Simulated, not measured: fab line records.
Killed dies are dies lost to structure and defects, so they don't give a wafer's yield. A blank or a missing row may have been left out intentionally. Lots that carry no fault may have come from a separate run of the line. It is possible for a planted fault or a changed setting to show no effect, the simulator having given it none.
Which tool did it? | flow sky130 | route of 708 steps, sampled at 1 step: 7 lots, 21 wafers

WHAT EACH GAUGE READ, for each wafer
SKY_DNWELL_TW_MEAS_09.
lot  | measured    | on            | DNWELL_TW
L601 | day 3 16:02 | film-metro-02 | 1120 1119 1120
L605 | day 4 18:57 | film-metro-02 | 1121 1123 1128
L607 | day 4 23:26 | film-metro-04 | 1098 1109 1097
L611 | day 6 00:28 | film-metro-02 | 1120 1122 1115
L615 | day 6 16:18 | film-metro-04 | 1106 1109 1113
L620 | day 8 02:07 | film-metro-04 | 1110 1111 1113
L622 | day 8 10:06 | film-metro-01 | 1099 1097 1101

WHICH TOOL RAN EACH LOT (tool, then ch and the chambers of the sampled wafers, then the start)
Before these readings, the record contains no process step.

THE ANSWER, worked out from the rows above alone
Rule: what is usual is taken from the lots themselves. Put in order of their means at a reading, lots are off if they are a third of the lots or fewer, leave a main group of 4 or more, and stand apart from it by a gap of 3 or more times the standard deviation of the main group's means; of several such gaps the widest counts. If all means in a main group match to the digits the tables above print for the reading, that group is not used. Also off: a lot with no number at a reading for which 4 or more lots have one. The other lots that the step has rows for count as sound.
Nothing can be told from this: no lot is off at any reading shown.

WHAT THE SIMULATOR HAD INSERTED
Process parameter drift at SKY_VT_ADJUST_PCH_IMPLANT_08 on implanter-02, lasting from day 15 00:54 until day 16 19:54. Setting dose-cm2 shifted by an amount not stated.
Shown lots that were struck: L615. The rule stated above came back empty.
